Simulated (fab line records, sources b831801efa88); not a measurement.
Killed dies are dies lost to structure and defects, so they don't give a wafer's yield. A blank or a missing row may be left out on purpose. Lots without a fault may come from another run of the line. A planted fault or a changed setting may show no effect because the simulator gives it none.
Which tool did it? | flow sky130 | 12 lots, 36 wafers sampled, at 5 steps of a route of 708

WHAT THE GAUGES READ, wafer by wafer
The record holds no reading of a measuring or inspecting step that can be judged against a usual standard deviation.

WHICH TOOL RAN EACH LOT (tool, then ch and the chambers of the sampled wafers, then the start)
lot  | SKY_SONOS_ONO_ETCH_15              | SKY_POLY_GATE_ETCH_15              | SKY_LDD_N_IMPLANT_09            | SKY_LDD_N_STRIP_16                   | SKY_PAD_OPEN_PROBE_99
L533 | rie_diel-01 ch 0,2,3, day 12 09:35 | rie_diel-02 ch 0,2,3, day 16 06:10 | implanter-01 ch 0, day 17 13:53 | plasma_asher-03 ch 0,1, day 17 14:56 | prober-01, day 45 18:52
L536 | rie_diel-04 ch 1,2,3, day 13 10:53 | rie_diel-01 ch 0,1, day 17 07:32   | implanter-02 ch 0, day 18 14:50 | plasma_asher-01 ch 0,1, day 18 15:52 | prober-02, day 46 05:56
L537 | rie_diel-04 ch 0,2,3, day 13 20:53 | rie_diel-02 ch 0,2,3, day 17 12:05 | implanter-02 ch 0, day 18 22:12 | plasma_asher-01 ch 0,1, day 18 23:13 | prober-01, day 46 15:58
L538 | rie_diel-01 ch 1,2,3, day 14 02:50 | rie_diel-02 ch 1,3, day 18 17:32   | implanter-02 ch 0, day 20 02:28 | plasma_asher-03 ch 0,1, day 20 03:31 | prober-02, day 47 03:04
L539 | rie_diel-04 ch 1,2,3, day 14 14:01 | rie_diel-01 ch 0,2, day 18 18:11   | implanter-04 ch 0, day 20 03:06 | plasma_asher-02 ch 0, day 20 04:07   | prober-01, day 47 06:20
L548 | rie_diel-01 ch 0,1,3, day 18 12:43 | rie_diel-01 ch 0,3, day 22 16:02   | implanter-02 ch 0, day 23 23:44 | plasma_asher-03 ch 0,1, day 24 00:46 | prober-01, day 49 17:59
L550 | rie_diel-03 ch 1,2,3, day 18 13:40 | rie_diel-02 ch 0,1, day 22 18:10   | implanter-02 ch 0, day 24 02:27 | plasma_asher-01 ch 0,1, day 24 03:28 | prober-01, day 50 00:05
L552 | rie_diel-01 ch 0,3, day 19 03:44   | rie_diel-03 ch 0,1, day 23 07:47   | implanter-04 ch 0, day 24 15:43 | plasma_asher-03 ch 0,1, day 24 16:46 | prober-01, day 50 01:53
L553 | rie_diel-03 ch 2,3, day 19 09:25   | rie_diel-01 ch 0,2, day 23 11:41   | implanter-01 ch 0, day 24 19:19 | plasma_asher-01 ch 0,1, day 24 20:22 | prober-02, day 50 07:43
L554 | rie_diel-04 ch 0,2,3, day 19 09:26 | rie_diel-03 ch 1,2,3, day 23 14:17 | implanter-04 ch 0, day 24 22:32 | plasma_asher-03 ch 0,1, day 24 23:34 | prober-01, day 50 09:01
L555 | rie_diel-01 ch 0,1,2, day 20 07:44 | rie_diel-01 ch 2,3, day 24 09:28   | implanter-04 ch 0, day 25 17:01 | plasma_asher-02 ch 0,1, day 25 18:04 | prober-02, day 50 17:58
L556 | rie_diel-04 ch 1,2,3, day 20 15:07 | rie_diel-01 ch 2,3, day 24 16:53   | implanter-01 ch 0, day 26 00:08 | plasma_asher-01 ch 0,1, day 26 01:10 | prober-01, day 51 00:17
- SKY_SONOS_ONO_ETCH_15: etches the open film in CHF3/O2, target depth 19.52 nm, time 7.8 s.
- SKY_POLY_GATE_ETCH_15: etches BARC in N2/H2, stops on SiO2, time 118.5 s, target depth 110 nm.
- SKY_LDD_N_IMPLANT_09
- SKY_LDD_N_STRIP_16: strips in O2/N2.
- SKY_PAD_OPEN_PROBE_99

WHAT THE TOOLS THEMSELVES READ (means of the sampled wafers that have a number; where no wafer has one, the mark that the record gives instead)
SKY_SONOS_ONO_ETCH_15.
lot  | tool        | drypump_motor_current_A (A) | oes_product_au (a.u.) | throttle_valve_pct (%)
L533 | rie_diel-01 | 6.0                         | 0.998                 | 8.817
L536 | rie_diel-04 | 5.6                         | 0.983                 | 8.824
L537 | rie_diel-04 | 5.5                         | 0.981                 | 8.823
L538 | rie_diel-01 | 6.1                         | 1.003                 | 8.824
L539 | rie_diel-04 | 5.6                         | 0.976                 | 8.827
L548 | rie_diel-01 | 5.8                         | 0.993                 | 8.817
L550 | rie_diel-03 | 5.6                         | 1.000                 | 8.830
L552 | rie_diel-01 | 6.0                         | 1.001                 | 8.837
L553 | rie_diel-03 | 5.5                         | 0.996                 | 8.825
L554 | rie_diel-04 | 5.6                         | 0.985                 | 8.819
L555 | rie_diel-01 | 5.8                         | 0.990                 | 8.818
L556 | rie_diel-04 | 5.6                         | 0.978                 | 8.824

SKY_POLY_GATE_ETCH_15.
lot  | tool        | drypump_motor_current_A (A) | oes_product_au (a.u.) | throttle_valve_pct (%)
L533 | rie_diel-02 | 6.0                         | 0.712                 | 13.215
L536 | rie_diel-01 | 5.6                         | 0.722                 | 13.213
L537 | rie_diel-02 | 6.0                         | 0.715                 | 13.217
L538 | rie_diel-02 | 6.0                         | 0.715                 | 13.208
L539 | rie_diel-01 | 6.0                         | 0.718                 | 13.209
L548 | rie_diel-01 | 5.8                         | 0.714                 | 13.219
L550 | rie_diel-02 | 5.7                         | 0.714                 | 13.221
L552 | rie_diel-03 | 5.5                         | 0.719                 | 13.220
L553 | rie_diel-01 | 6.0                         | 0.715                 | 13.210
L554 | rie_diel-03 | 5.6                         | 0.716                 | 13.223
L555 | rie_diel-01 | 6.3                         | 0.719                 | 13.214
L556 | rie_diel-01 | 6.3                         | 0.713                 | 13.213

SKY_LDD_N_IMPLANT_09.
lot  | tool         | beam_energy_keV | end_station_pressure_torr (Torr)
L533 | implanter-01 | 20.001          | 5.19e-06
L536 | implanter-02 | 19.997          | 5.43e-06
L537 | implanter-02 | 20.004          | 5.44e-06
L538 | implanter-02 | 20.002          | 5.23e-06
L539 | implanter-04 | 20.006          | 5.46e-06
L548 | implanter-02 | 20.849          | 5.41e-06
L550 | implanter-02 | 20.845          | 5.77e-06
L552 | implanter-04 | 20.006          | 5.52e-06
L553 | implanter-01 | 20.000          | 5.16e-06
L554 | implanter-04 | 20.003          | 5.58e-06
L555 | implanter-04 | 20.003          | 5.48e-06
L556 | implanter-01 | 20.005          | 5.25e-06

SKY_LDD_N_STRIP_16.
lot  | tool            | drypump_motor_current_A (A) | oes_product_au (a.u.) | strip_time_to_endpoint_s (s)
L533 | plasma_asher-03 | 5.9                         | 0.402                 | 4.293
L536 | plasma_asher-01 | 5.5                         | 0.409                 | 4.318
L537 | plasma_asher-01 | 5.6                         | 0.403                 | 4.307
L538 | plasma_asher-03 | 5.9                         | 0.406                 | 4.318
L539 | plasma_asher-02 | 5.0                         | 0.407                 | 4.308
L548 | plasma_asher-03 | 5.9                         | 0.406                 | 4.298
L550 | plasma_asher-01 | 5.7                         | 0.409                 | 4.321
L552 | plasma_asher-03 | 5.9                         | 0.406                 | 4.307
L553 | plasma_asher-01 | 5.5                         | 0.403                 | 4.302
L554 | plasma_asher-03 | 5.9                         | 0.403                 | 4.297
L555 | plasma_asher-02 | 4.9                         | 0.407                 | 4.306
L556 | plasma_asher-01 | 5.6                         | 0.408                 | 4.306

SKY_PAD_OPEN_PROBE_99.
lot  | tool      | killed_at_M0_to_M3 | killed_at_M4_up | killed_at_contacts | killed_at_front_end | killed_at_other | killed_dies | killed_open | killed_short
L533 | prober-01 | 46                 | 2.3             | 29                 | 10                  | 0.7             | 88          | 50          | 38
L536 | prober-02 | 47                 | 3.3             | 29                 | 20                  | 0.0             | 99          | 59          | 41
L537 | prober-01 | 41                 | 2.7             | 29                 | 12                  | 0.7             | 85          | 50          | 36
L538 | prober-02 | 44                 | 3.3             | 29                 | 13                  | 0.3             | 90          | 50          | 40
L539 | prober-01 | 41                 | 3.0             | 20                 | 16                  | 0.0             | 80          | 42          | 38
L548 | prober-01 | 48                 | 3.0             | 25                 | 16                  | 0.0             | 92          | 53          | 39
L550 | prober-01 | 46                 | 2.3             | 19                 | 13                  | 1.0             | 82          | 44          | 38
L552 | prober-01 | 36                 | 2.3             | 27                 | 16                  | 0.0             | 81          | 45          | 36
L553 | prober-02 | 38                 | 5.7             | 25                 | 13                  | 0.0             | 81          | 43          | 38
L554 | prober-01 | 46                 | 3.3             | 19                 | 12                  | 0.0             | 81          | 47          | 33
L555 | prober-02 | 38                 | 3.3             | 28                 | 16                  | 0.7             | 86          | 52          | 34
L556 | prober-01 | 41                 | 3.7             | 20                 | 13                  | 0.0             | 78          | 45          | 33

THE ANSWER, worked out from the rows above alone
Rule: what is usual is taken from the lots themselves. Put in order of their means at a reading, lots are off if they are a third of the lots or fewer, leave a main group of 4 or more, and stand apart from it by a gap of 3 or more times the standard deviation of the main group's means; of several such gaps the widest counts. A main group whose means are all the same, to the digits that the tables above print for the reading, isn't used. A lot without any number at a reading at which 4 lots or more have one is off too. The other lots that the step has rows for count as sound. The gauges are gone through in route order, then the tools' own readings, and for those a lot's mean is taken as printed above. The first step at which some lot is off is used, and at that step the reading that is off furthest; a lot without a number counts as furthest.
Off: L548, L550, at SKY_LDD_N_IMPLANT_09 (beam_energy_keV). The main group: mean 20.003, standard deviation 0.0027.
A tool fits if, at that step or a process step before it, it ran every lot that is off, and no sound lot after the first of them. One fits: implanter-02 at SKY_LDD_N_IMPLANT_09. Its last sound lot is L538 (day 20 02:28), its first lot that is off L548 (day 23 23:44): a fault that began between those two fits.
The tool's own readings at SKY_LDD_N_IMPLANT_09 bear it out: on the lots that are off they differ by more than 5 times the standard deviation of the sound lots' means. beam_energy_keV reads 20.847 there against 20.003 on the sound lots.

WHAT THE SIMULATOR HAD PUT IN
Process parameter drift: implanter-02, from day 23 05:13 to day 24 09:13, at SKY_LDD_N_IMPLANT_09. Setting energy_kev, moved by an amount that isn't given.
Lots struck among those shown: L548, L550. The rule above found the same.
